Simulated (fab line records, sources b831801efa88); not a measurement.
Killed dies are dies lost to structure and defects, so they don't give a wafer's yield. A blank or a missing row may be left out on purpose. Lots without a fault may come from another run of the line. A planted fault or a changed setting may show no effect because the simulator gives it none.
fab line records | flow sfq_line
record lots=7 wafers=19 last_day=82
route steps=325 shown I6@274 M7@281
lots that met no fault: from a run of the same line without faults
start_h: hours from the record's first day to the start of the lot's first wafer shown | wait_h: hours since the lot's step before | " the same as in the row above | L1.1+2: a row that stands for several wafers | - no value, or no start given | * or withheld: withheld | < > ~ a bound
route shown NAME@n: a module of which the file shows steps, and the number in the route of the first | usual: mean/standard deviation of fault-free wafers | same: alike in all rows | chamber/n: place in a boat | sites: the reading at each site | _std_site: their standard deviation | _edge_site: outer sites' mean less inner sites' | radius_mm: how far each site lies from the wafer's centre | mask NAME#n: copy n | behind: the tool/chamber that last shaped the wafer | hold: why the lot was held/for how many hours/how that ended | device: the transistor (n, p or np) that didn't switch | end of line: the same wafers' tests at the end of the route | a step without rows: its recipe alone | killed: dies lost to structure and defects at the first sort, not the wafer's yield | map: a wafer's dies, x killed, . not, _ none there
set.NAME: the setting as run; set.NAME@STEP: as run at that earlier step | model.NAME: the simulator's own value behind a step, which no gauge read
lots at some steps of the route; a table a step, a row a wafer
services: from which hour (start_h, from the record's first day; less than 0 if before it) a tool's chamber was out of use, for how many hours, and why
## steps
# step SFQ_TRILAYER_I6_VIA_LITHO_PEB_172
# recipe peb_temp_c=115 peb_time_s=60 resist=KrF
# step SFQ_TRILAYER_I6_VIA_LITHO_DEVELOP_171
# recipe time_s=60 resist=KrF
# step SFQ_I6_OVL_MEAS_942
# usual I6_OVL=-2/5.8
# columns lot.wafer tool chamber start_h wait_h I6_OVL[nm]
L558.1 overlay-01 - 1662.17 0.1 -11
L558.2 " - " " -8
L558.5 " - " " -10
L560.1 overlay-01 - 1668.17 0.1 -1
L560.2 " - " " -5
L560.3 " - " " 1
L572.1 overlay-01 - 1745.59 0.1 0
L572.2 " - " " 1
L574.2 overlay-01 - 1756.40 0.1 2
L574.3 " - " " -1
L574.4 " - " " -9
L576.1 overlay-02 - 1788.44 0.1 0
L576.3 " - " " 0
L577.1 overlay-02 - 1792.04 0.1 -10
L577.3 " - " " -11
L577.5 " - " " -7
L578.1 overlay-02 - 1795.64 0.1 -8
L578.5 " - " " -5
L578.6 " - " " -2
# step SFQ_TRILAYER_I6_VIA_BARC_OPEN_VIA_ETCH_235
# recipe mask_material=PR chemistry=O2 target_depth_nm=125 target=BARC source_w=500 bias_w=80 pressure_mtorr=30 time_s=41.7
# usual drypump_motor_current_A=5.8/0.58 oes_product_au=0.685/0.0046 rf_fwd_power_W=493.7/2.7
# columns lot.wafer tool chamber start_h wait_h drypump_motor_current_A oes_product_au rf_fwd_power_W rf_hours_counter_h
L558.1 rie_diel-03 0 1662.20 0.0 5.1 0.687 496.3 9
L558.2 " 1 " " 6.5 0.684 495.6 16
L558.5 " 1 " " 6.5 0.686 495.9 -
L560.1 rie_diel-03 1 1668.20 0.0 6.5 0.682 492.4 16
L560.2 " 2 " " 6.5 0.686 492.6 4
L560.3 " 0 " " 5.1 0.690 494.1 9
L572.1 rie_diel-04 3 1745.63 0.0 6.2 0.684 499.2 17
L572.2 " 0 " " 5.6 0.682 494.6 19
L574.2 rie_diel-03 1 1756.43 0.0 6.5 0.691 494.0 17
L574.3 " 0 " " 5.1 0.687 497.6 10
L574.4 " 3 " " 5.3 0.686 490.1 3
L576.1 rie_diel-03 1 1788.48 0.0 6.5 0.696 490.9 18
L576.3 " 3 " " 5.3 0.690 488.9 3
L577.1 rie_diel-03 2 1792.08 0.0 6.5 0.686 491.1 6
L577.3 " 0 " " 5.1 0.682 492.7 11
L577.5 " 0 " " 5.1 0.680 495.1 -
L578.1 rie_diel-04 0 1795.68 0.0 5.5 0.688 490.5 20
L578.5 " 0 " " 5.5 0.681 491.7 -
L578.6 " 3 " " 6.3 0.680 490.9 -
# step SFQ_TRILAYER_I6_VIA_ETCH_VIA_ETCH_172
# recipe target=SiO2 stop_on=Nb mask_material=PR taper_deg=20 chemistry=CHF3 target_depth_nm=260 source_w=500 bias_w=80 pressure_mtorr=30 time_s=withheld
# usual drypump_motor_current_A=5.8/0.58 oes_product_au=0.854/0.0046 rf_fwd_power_W=497.7/1.7
# columns lot.wafer tool chamber start_h wait_h drypump_motor_current_A oes_product_au rf_fwd_power_W
L558.1 rie_diel-03 0 1662.24 0.0 5.1 0.859 500.5
L558.2 " 1 " " 6.5 0.852 499.5
L558.5 " 1 " " 6.5 0.858 498.4
L560.1 rie_diel-03 1 1668.24 0.0 6.5 0.859 499.7
L560.2 " 2 " " 6.5 0.861 497.9
L560.3 " 0 " " 5.1 0.858 499.0
L572.1 rie_diel-04 3 1745.67 0.0 6.3 0.858 496.8
L572.2 " 0 " " 5.6 0.860 497.7
L574.2 rie_diel-03 1 1756.47 0.0 6.5 0.851 496.0
L574.3 " 0 " " 5.1 0.853 495.5
L574.4 " 3 " " 5.2 0.851 497.2
L576.1 rie_diel-03 1 1788.52 0.0 6.5 0.856 499.7
L576.3 " 3 " " 5.2 0.858 497.9
L577.1 rie_diel-03 2 1792.12 0.0 6.5 0.854 498.9
L577.3 " 0 " " 5.1 0.854 500.0
L577.5 " 0 " " 5.1 0.852 495.1
L578.1 rie_diel-04 0 1795.72 0.0 5.6 0.850 497.6
L578.5 " 0 " " 5.6 0.858 495.1
L578.6 " 3 " " 6.3 0.853 499.0
# step SFQ_TRILAYER_I6_VIA_STRIP_STRIP_173
# recipe gas=O2 power_w=200 platen_temp_c=40 overash_fraction=0.65 chemistry=O2 pressure_mtorr=50
# usual drypump_motor_current_A=5.6/0.56 oes_product_au=1.000/0.0071
# columns lot.wafer tool chamber start_h wait_h drypump_motor_current_A oes_product_au rf_hours_counter_h
L558.1 rie_metal-03 0 1662.35 - 6.1 1.000 50
L558.2 " 1 " " 4.9 1.002 74
L558.5 " 1 " " 4.9 0.990 -
L560.1 rie_metal-02 0 1668.35 - 6.4 0.999 89
L560.2 " 1 " " 5.6 0.990 37
L560.3 " 0 " " 6.5 0.993 -
L572.1 rie_metal-02 0 1745.78 - 6.4 0.986 103
L572.2 " 1 " " 5.6 0.998 50
L574.2 rie_metal-02 1 1756.58 - 5.6 1.006 52
L574.3 " 1 " " 5.6 1.007 -
L574.4 " 0 " " 6.4 1.005 -
L576.1 rie_metal-02 1 1788.63 - 5.6 0.997 58
L576.3 " 1 " " 5.6 1.004 -
L577.1 rie_metal-02 1 1792.23 - 5.6 0.997 58
L577.3 " 1 " " 5.6 1.004 -
L577.5 " 1 " " 5.6 0.990 -
L578.1 rie_metal-04 1 1795.83 - 5.0 1.000 45
L578.5 " 1 " " 5.0 0.992 -
L578.6 " 1 " " 5.0 1.004 -
# step SFQ_TRILAYER_I6_VIA_STRIP_SOLV_CLEAN_174
# recipe chemistry=NMP temp_c=70 time_s=600
# step SFQ_TRILAYER_M7_DEP_PRE_CLEAN_176
# recipe gas=Ar time_s=22.5 bias_v=250
# step SFQ_TRILAYER_M7_DEP_SPUTTER_175
# recipe material=Nb base_pressure_pa=1.33e-06 chamber_pressure_pa=0.1333 substrate_temp_c=20 target_thk_nm=200 power_w=2000 time_s=133.3
# usual chamber_pressure_pa=0.13328/0.00028 throttle_valve_pct=30.2/0.92
# columns lot.wafer tool chamber start_h wait_h chamber_pressure_pa throttle_valve_pct
L558.1 pvd_sputter-03 - 1663.16 0.0 0.13311 32.3
L558.2 " - " " 0.13356 29.9
L558.5 " - " " 0.13322 29.4
L560.1 pvd_sputter-04 - 1669.16 0.0 0.1331 30.6
L560.2 " - " " 0.13323 31.3
L560.3 " - " " 0.13322 30.5
L572.1 pvd_sputter-06 - 1746.59 0.0 0.13322 28.9
L572.2 " - " " 0.13312 31.2
L574.2 pvd_sputter-06 - 1757.56 0.0 0.13339 29.0
L574.3 " - " " 0.13366 29.3
L574.4 " - " " 0.13304 29.9
L576.1 pvd_sputter-04 - 1789.44 0.0 0.13329 30.7
L576.3 " - " " 0.13333 29.4
L577.1 pvd_sputter-06 - 1793.04 0.0 0.13318 29.3
L577.3 " - " " 0.1335 29.0
L577.5 " - " " 0.1335 28.9
L578.1 pvd_sputter-04 - 1797.24 0.0 0.13318 30.7
L578.5 " - " " 0.1331 30.6
L578.6 " - " " 0.13343 29.3
# step SFQ_M7_RS_MEAS_943
# recipe thk_meas_gauge=four-point-probe reads=Nb_of_TRILAYER_M7_DEP_SPUTTER_175
# usual M7_NB_RS=0.887/0.0072
# columns lot.wafer tool chamber start_h wait_h M7_NB_RS[ohm/sq]
L558.1 film_metro-04 - 1663.25 0.0 0.879
L558.2 " - " " 0.881
L558.5 " - " " 0.876
L560.1 film_metro-03 - 1669.25 0.0 0.889
L560.2 " - " " 0.885
L560.3 " - " " 0.888
L572.1 film_metro-03 - 1746.68 0.0 0.889
L572.2 " - " " 0.882
L574.2 film_metro-01 - 1757.67 0.1 0.900
L574.3 " - " " 0.893
L574.4 " - " " 0.885
L576.1 film_metro-03 - 1789.53 0.0 0.879
L576.3 " - " " 0.889
L577.1 film_metro-01 - 1793.13 0.0 0.884
L577.3 " - " " 0.890
L577.5 " - " " 0.887
L578.1 film_metro-03 - 1797.33 0.0 0.895
L578.5 " - " " 0.888
L578.6 " - " " 0.900
# step SFQ_TRILAYER_M7_LITHO_COAT_182
# recipe resist=BARC spin_rpm=3000 resist_thk_nm=62
# step SFQ_TRILAYER_M7_LITHO_COAT_177
# recipe resist=KrF spin_rpm=3000 resist_thk_nm=600
# columns lot.wafer tool chamber start_h wait_h model.KrF_of_TRILAYER_M7_LITHO_COAT_177.thk_nm
L558.1 litho_track-01 0 1663.73 0.2 598.6
L558.2 " 0 " " 597
L558.5 " 0 " " 597.1
L560.1 litho_track-04 0 1669.73 0.2 600.3
L560.2 " 0 " " 601.2
L560.3 " 0 " " 602
L572.1 litho_track-04 0 1747.16 0.2 581.5
L572.2 " 0 " " 599.8
L574.2 litho_track-04 0 1758.18 0.2 596.7
L574.3 " 0 " " 580.2
L574.4 " 0 " " 596
L576.1 litho_track-04 0 1790.01 0.2 585.3
L576.3 " 0 " " 583
L577.1 litho_track-01 0 1793.61 0.2 599
L577.3 " 0 " " 600
L577.5 " 0 " " 600.7
L578.1 litho_track-01 0 1797.84 0.2 601.5
L578.5 " 0 " " 600.4
L578.6 " 0 " " 602
# step SFQ_TRILAYER_M7_LITHO_SOFTBAKE_181
# recipe temp_c=withheld time_s=withheld resist=KrF
# step SFQ_TRILAYER_M7_LITHO_EXPOSE_178
# recipe mask_id=M7 na=0.6 source_shape=conventional sigma_outer=0.65 target_cd_nm=500 dose_mj=14.4
# step SFQ_TRILAYER_M7_LITHO_PEB_180
# recipe peb_temp_c=115 peb_time_s=60 resist=KrF
# step SFQ_TRILAYER_M7_LITHO_DEVELOP_179
# recipe time_s=60 resist=KrF
# step SFQ_M7_OVL_MEAS_945
# usual M7_OVL=-1/6.5
# columns lot.wafer tool chamber start_h wait_h M7_OVL[nm]
L558.1 overlay-02 - 1689.40 0.1 0
L558.2 " - " " 5
L558.5 " - " " -1
L560.1 overlay-02 - 1699.00 0.1 9
L560.2 " - " " 6
L560.3 " - " " 10
L572.1 overlay-02 - 1774.04 0.1 7
L572.2 " - " " 10
L574.2 overlay-02 - 1787.25 0.1 -6
L574.3 " - " " -7
L574.4 " - " " -6
L576.1 overlay-02 - 1810.04 0.1 -8
L576.3 " - " " -2
L577.1 overlay-01 - 1816.04 0.1 -19
L577.3 " - " " -17
L577.5 " - " " -22
L578.1 overlay-01 - 1823.24 0.1 2
L578.5 " - " " 7
L578.6 " - " " 9
# step SFQ_TRILAYER_M7_BARC_OPEN_METAL_ETCH_229
# recipe mask_material=PR chemistry=O2 target_depth_nm=125 target=BARC icp_w=600 bias_w=80 pressure_mtorr=10 time_s=41.7
# step SFQ_TRILAYER_M7_ETCH_METAL_ETCH_180
# recipe target=Nb stop_on=SiO2 mask_material=PR chemistry=Cl2/Ar target_depth_nm=240 icp_w=600 bias_w=80 pressure_mtorr=10 time_s=120
# usual drypump_motor_current_A=5.8/0.5 oes_product_au=0.896/0.0063 rf_fwd_power_W=597.3/1.9
# columns lot.wafer tool chamber start_h wait_h drypump_motor_current_A oes_product_au rf_fwd_power_W rf_hours_counter_h model.KrF_of_TRILAYER_M7_LITHO_COAT_177.thk_nm
L558.1 rie_metal-02 1 1689.50 0.0 5.6 0.901 596.5 40 382.4
L558.2 " 0 " " 6.4 0.889 595.0 93 380.5
L558.5 " 0 " " 6.4 0.898 595.5 - 380.1
L560.1 rie_metal-01 0 1699.10 0.0 6.1 0.898 598.1 99 381.1
L560.2 " 1 " " 5.5 0.891 599.7 47 385.5
L560.3 " 1 " " 5.5 0.896 598.3 - 386.5
L572.1 rie_metal-01 1 1774.14 0.0 5.5 0.893 596.3 60 365.3
L572.2 " 0 " " 6.1 0.900 599.1 112 381.1
L574.2 rie_metal-02 1 1787.34 0.0 5.5 0.888 593.8 57 378.5
L574.3 " 1 " " 5.6 0.898 596.0 - 362
L574.4 " 0 " " 6.4 0.895 596.9 - 376.8
L576.1 rie_metal-01 1 1810.14 0.0 5.5 0.893 600.3 66 368
L576.3 " 1 " " 5.5 0.900 599.8 - 366.4
L577.1 rie_metal-01 0 1816.14 0.0 6.1 0.893 596.9 119 381
L577.3 " 0 " " 6.1 0.901 596.2 - 380.7
L577.5 " 1 " " 5.5 0.901 598.7 - 383.3
L578.1 rie_metal-02 0 1823.34 0.0 6.4 0.893 598.5 115 384.1
L578.5 " 0 " " 6.5 0.899 597.6 - 383.6
L578.6 " 1 " " 5.6 0.893 595.4 - 384.3
# step SFQ_TRILAYER_M7_STRIP_STRIP_181
# recipe gas=O2 power_w=200 platen_temp_c=40 overash_fraction=0.65 chemistry=O2 pressure_mtorr=50
# usual drypump_motor_current_A=5.8/0.5 oes_product_au=0.998/0.0058
# columns lot.wafer tool chamber start_h wait_h drypump_motor_current_A oes_product_au rf_hours_counter_h
L558.1 rie_metal-02 1 1689.62 0.1 5.6 0.991 40
L558.2 " 0 " " 6.4 0.997 93
L558.5 " 0 " " 6.4 0.999 -
L560.1 rie_metal-01 0 1699.22 0.1 6.1 0.991 99
L560.2 " 1 " " 5.5 0.986 47
L560.3 " 1 " " 5.5 0.994 -
L572.1 rie_metal-01 1 1774.26 0.1 5.5 1.005 60
L572.2 " 0 " " 6.1 0.997 112
L574.2 rie_metal-02 1 1787.46 0.1 5.6 0.997 57
L574.3 " 1 " " 5.6 0.998 -
L574.4 " 0 " " 6.5 1.005 -
L576.1 rie_metal-01 1 1810.26 0.1 5.5 0.988 66
L576.3 " 1 " " 5.5 0.998 -
L577.1 rie_metal-01 0 1816.26 0.1 6.1 1.003 119
L577.3 " 0 " " 6.1 0.997 -
L577.5 " 1 " " 5.5 1.003 -
L578.1 rie_metal-02 0 1823.46 0.1 6.5 1.004 115
L578.5 " 0 " " 6.4 0.995 -
L578.6 " 1 " " 5.6 0.990 -
## services
# columns tool chamber start_h hours kind
rie_metal-02 - 1642.20 0.2 repair
pvd_sputter-06 - 1676.52 0.6 repair
rie_diel-04 0 1676.67 16.9 repair
rie_diel-04 3 1683.20 5.0 repair
pvd_sputter-06 - 1684.54 6.1 repair
pvd_sputter-04 - 1690.26 4.1 repair
rie_metal-04 - 1699.03 14.6 pm
pvd_sputter-04 2 1708.42 - consumable_replace:kit
pvd_sputter-04 2 1708.42 18.0 scheduled_down
pvd_sputter-04 2 1708.42 18.0 vent_cycle
pvd_sputter-03 - 1709.76 1.6 repair
rie_metal-04 - 1713.63 1.4 pm
rie_diel-04 2 1718.03 - clean
rie_diel-04 2 1718.03 20.7 scheduled_down
rie_diel-04 2 1718.03 20.7 vent_cycle
rie_metal-04 0 1719.21 1.7 repair
rie_diel-04 2 1739.13 4.2 repair
rie_metal-01 - 1752.88 0.4 repair
rie_metal-04 0 1790.95 6.4 repair
pvd_sputter-03 3 1792.11 - consumable_replace:kit
pvd_sputter-03 3 1792.11 18.0 scheduled_down
rie_metal-03 0 1800.24 3.8 repair
rie_metal-02 - 1818.40 2.8 pm
rie_metal-01 1 1819.44 3.7 repair
## key
first_sign none at tools or gauges
model_effect step=SFQ_TRILAYER_M7_LITHO_COAT_177 value=KrF_of_TRILAYER_M7_LITHO_COAT_177.thk_nm without=599.2 struck=582.5
model_effect step=SFQ_TRILAYER_M7_ETCH_METAL_ETCH_180 value=KrF_of_TRILAYER_M7_LITHO_COAT_177.thk_nm without=382.1 struck=365.4
met_at SFQ_TRILAYER_M7_LITHO_COAT_177
struck_wafers L572.1,L574.3,L576.1,L576.3
onset_between 1669.73 1747.16
fault kind=process_parameter_drift tool=litho_track-04 chamber=- onset_h=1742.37 steps=SFQ_TRILAYER_M7_LITHO_COAT_177 channel=resist_thk_nm offset=-16.675 shape=step end_h=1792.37 scope=struck_wafers_only acts_in=these_recipes_only stated=600
